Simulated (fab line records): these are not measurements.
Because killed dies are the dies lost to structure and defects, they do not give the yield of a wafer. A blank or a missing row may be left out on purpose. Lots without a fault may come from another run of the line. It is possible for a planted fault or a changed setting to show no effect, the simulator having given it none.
Which of the tools did it? | flow sky130 | Sampling: 12 lots, 36 wafers, 5 of 708 route steps

== WHAT THE GAUGES READ, wafer by wafer ==
SKY_VIA3_THK_MEAS_01.
lot  | measured     | on           | VIA3_HDPCVD_THK (nm)
L942 | day 38 07:12 | filmMetro-02 | 1635 1640 1652
L943 | day 38 20:14 | filmMetro-01 | 3255 3266 3251 3255 3265 3251
L945 | day 39 02:11 | filmMetro-04 | 1643 1630 1638
L948 | day 40 19:26 | filmMetro-04 | 3248 3259 3251 3247 3257 3249
L953 | day 41 17:50 | filmMetro-02 | 3293 3298 3283 3291 3297 3284
L956 | day 43 05:02 | filmMetro-01 | 1634 1645 1629
L958 | day 43 09:35 | filmMetro-01 | 1623 1628 1634
L959 | day 43 11:14 | filmMetro-02 | 1638 1652 1648
L961 | day 44 02:56 | filmMetro-04 | 1649 1654 1645
L963 | day 44 05:44 | filmMetro-01 | 1662 1632 1650
L964 | day 44 15:23 | filmMetro-01 | 1648 1634 1644
L965 | day 45 02:17 | filmMetro-02 | 1647 1658 1649

== TOOL THAT RAN EACH LOT (tool first, then ch and the chambers of the sampled wafers, then the start) ==
lot  | SKY_LI_CONTACT_ETCH_14            | SKY_LOCAL_INTERCONNECT_SPUTTER_00 | SKY_CONTACT_CVD_24           | SKY_VIA3_HDPCVD_00
L942 | rieDiel-02 ch 0,3, day 28 16:38   | pvdSputter-04, day 28 17:50       | cvdW-02 ch 1, day 31 04:32   | hdpcvd-02 ch 1,2, day 38 07:01
L943 | rieDiel-03 ch 0,1, day 29 06:14   | pvdSputter-03, day 29 07:29       | cvdW-02 ch 0,1, day 31 18:25 | hdpcvd-01 ch 0,2, day 38 19:40
L945 | rieDiel-03 ch 2,3, day 29 13:12   | pvdSputter-02, day 29 14:22       | cvdW-01 ch 0,1, day 32 00:42 | hdpcvd-01 ch 0,2, day 39 02:01
L948 | rieDiel-02 ch 0,2,3, day 31 13:59 | pvdSputter-03, day 31 15:10       | cvdW-01 ch 0,1, day 33 23:10 | hdpcvd-01 ch 0,1,2, day 40 18:55
L953 | rieDiel-04 ch 0,1,3, day 32 13:53 | pvdSputter-04, day 32 15:04       | cvdW-02 ch 0,1, day 35 00:02 | hdpcvd-02 ch 0,1, day 41 17:10
L956 | rieDiel-02 ch 0,1, day 34 07:04   | pvdSputter-03, day 34 08:14       | cvdW-02 ch 0, day 36 15:56   | hdpcvd-02 ch 1,2, day 43 04:52
L958 | rieDiel-03 ch 1,2, day 34 11:39   | pvdSputter-02, day 34 12:49       | cvdW-01 ch 0,1, day 36 22:39 | hdpcvd-01 ch 0,1,2, day 43 09:25
L959 | rieDiel-02 ch 1,2, day 34 13:32   | pvdSputter-03, day 34 14:43       | cvdW-02 ch 0,1, day 36 23:05 | hdpcvd-02 ch 0,2, day 43 11:02
L961 | rieDiel-02 ch 0,1,2, day 35 08:47 | pvdSputter-03, day 35 09:58       | cvdW-01 ch 0,1, day 37 18:05 | hdpcvd-01 ch 0,1, day 44 02:46
L963 | rieDiel-04 ch 1,2,3, day 35 13:38 | pvdSputter-04, day 35 15:01       | cvdW-02 ch 0,1, day 37 21:56 | hdpcvd-02 ch 0,1,2, day 44 05:34
L964 | rieDiel-02 ch 0,2,3, day 36 01:33 | pvdSputter-02, day 36 02:43       | cvdW-02 ch 0, day 38 10:02   | hdpcvd-02 ch 0,1,2, day 44 15:13
L965 | rieDiel-02 ch 0,1, day 36 10:52   | pvdSputter-02, day 36 12:01       | cvdW-01 ch 1, day 38 19:10   | hdpcvd-02 ch 0,1,2, day 45 02:07
- SKY_LI_CONTACT_ETCH_14: etches BARC in N2/H2, stops on SiO2, time 45.9 s, target depth 60 nm.
- SKY_LOCAL_INTERCONNECT_SPUTTER_00: material TiN, target thk 100 nm, time 83.3 s.
- SKY_CONTACT_CVD_24: deposits W, target thk 340 nm, time 102.12 s.
- SKY_VIA3_HDPCVD_00: deposits SiO2, target thk 1635 nm, time 272.5 s.

== AS READ BY THE TOOLS THEMSELVES (means over the sampled wafers that have a number; for cases with no such wafer, the mark the record gives instead) ==
SKY_LI_CONTACT_ETCH_14.
lot  | tool       | drypumpMotorCurrentA (A) | n2FlowSccm (sccm) | oesProductAu (a.u.) | throttleValvePct (%)
L942 | rieDiel-02 | 5.3                      | 100.0             | 0.854               | 13.224
L943 | rieDiel-03 | 5.5                      | 99.8              | 0.848               | 13.235
L945 | rieDiel-03 | 5.4                      | 99.9              | 0.855               | 13.232
L948 | rieDiel-02 | 5.6                      | 99.7              | 0.853               | 13.221
L953 | rieDiel-04 | 5.4                      | 100.2             | 0.854               | 13.227
L956 | rieDiel-02 | 5.7                      | 99.7              | 0.849               | 13.229
L958 | rieDiel-03 | 5.4                      | 99.8              | 0.852               | 13.228
L959 | rieDiel-02 | 6.0                      | 100.1             | 0.848               | 13.225
L961 | rieDiel-02 | 5.8                      | 99.8              | 0.853               | 13.223
L963 | rieDiel-04 | 5.5                      | 99.9              | 0.856               | 13.226
L964 | rieDiel-02 | 5.6                      | 100.0             | 0.855               | 13.220
L965 | rieDiel-02 | 5.5                      | 99.8              | 0.855               | 13.223

SKY_LOCAL_INTERCONNECT_SPUTTER_00.
lot  | tool          | cathodeDcPowerW (W) | throttleValvePct (%)
L942 | pvdSputter-04 | 6501.1              | 30.4
L943 | pvdSputter-03 | 6500.0              | 30.8
L945 | pvdSputter-02 | 6501.4              | 29.8
L948 | pvdSputter-03 | 6499.6              | 30.4
L953 | pvdSputter-04 | 6500.5              | 29.8
L956 | pvdSputter-03 | 6499.4              | 29.8
L958 | pvdSputter-02 | 6500.1              | 29.5
L959 | pvdSputter-03 | 6500.5              | 30.4
L961 | pvdSputter-03 | 6499.9              | 31.1
L963 | pvdSputter-04 | 6501.4              | 31.2
L964 | pvdSputter-02 | 6499.7              | 30.2
L965 | pvdSputter-02 | 6499.7              | 29.9

SKY_CONTACT_CVD_24.
lot  | tool    | heaterPowerOuterW (W) | heaterPowerW (W)
L942 | cvdW-02 | 608                   | 933
L943 | cvdW-02 | 554                   | 895
L945 | cvdW-01 | 494                   | 807
L948 | cvdW-01 | 487                   | 815
L953 | cvdW-02 | 564                   | 902
L956 | cvdW-02 | 533                   | 871
L958 | cvdW-01 | 505                   | 818
L959 | cvdW-02 | 552                   | 892
L961 | cvdW-01 | 503                   | 816
L963 | cvdW-02 | 555                   | 903
L964 | cvdW-02 | 536                   | 856
L965 | cvdW-01 | 499                   | 804

SKY_VIA3_HDPCVD_00.
lot  | tool      | pressureMtorr (mTorr)
L942 | hdpcvd-02 | 5.992
L943 | hdpcvd-01 | 6.010
L945 | hdpcvd-01 | 5.984
L948 | hdpcvd-01 | 6.000
L953 | hdpcvd-02 | 5.991
L956 | hdpcvd-02 | 5.987
L958 | hdpcvd-01 | 5.996
L959 | hdpcvd-02 | 5.998
L961 | hdpcvd-01 | 5.997
L963 | hdpcvd-02 | 6.004
L964 | hdpcvd-02 | 6.010
L965 | hdpcvd-02 | 5.980

== THE ANSWER, worked out from the rows above alone ==
Rule: usual is defined by the lots themselves. The widest of any qualifying gaps counts: lots, ordered by their means at a reading, are off when they make up no more than a third of the lots, leave a main group of 4 or more, and stand apart from it by 3 or more times the standard deviation of that group's means. A main group is skipped when, at the precision printed for the reading in the tables above, its means are all equal. A lot without any number at a reading at which 4 lots or more have one is off too. The other lots that the step has rows for count as sound. Order of review: gauges by route order, followed by the tools' own readings, for which a lot's mean as printed above is used. The first step at which some lot is off is used, and at that step the reading that is off furthest; a lot without a number counts as furthest.
Off: at SKY_VIA3_THK_MEAS_01 (VIA3_HDPCVD_THK), L943, L948, L953. The main group has a mean of 1642 nm with a standard deviation of 7.
If a tool, at a process step before that reading, ran all the lots that are off and no sound lot after the first of them, it fits. The gauges at SKY_VIA3_THK_MEAS_01 are tried like those tools. None of those tried fits.

== WHAT HAD BEEN PUT IN BY THE SIMULATOR ==
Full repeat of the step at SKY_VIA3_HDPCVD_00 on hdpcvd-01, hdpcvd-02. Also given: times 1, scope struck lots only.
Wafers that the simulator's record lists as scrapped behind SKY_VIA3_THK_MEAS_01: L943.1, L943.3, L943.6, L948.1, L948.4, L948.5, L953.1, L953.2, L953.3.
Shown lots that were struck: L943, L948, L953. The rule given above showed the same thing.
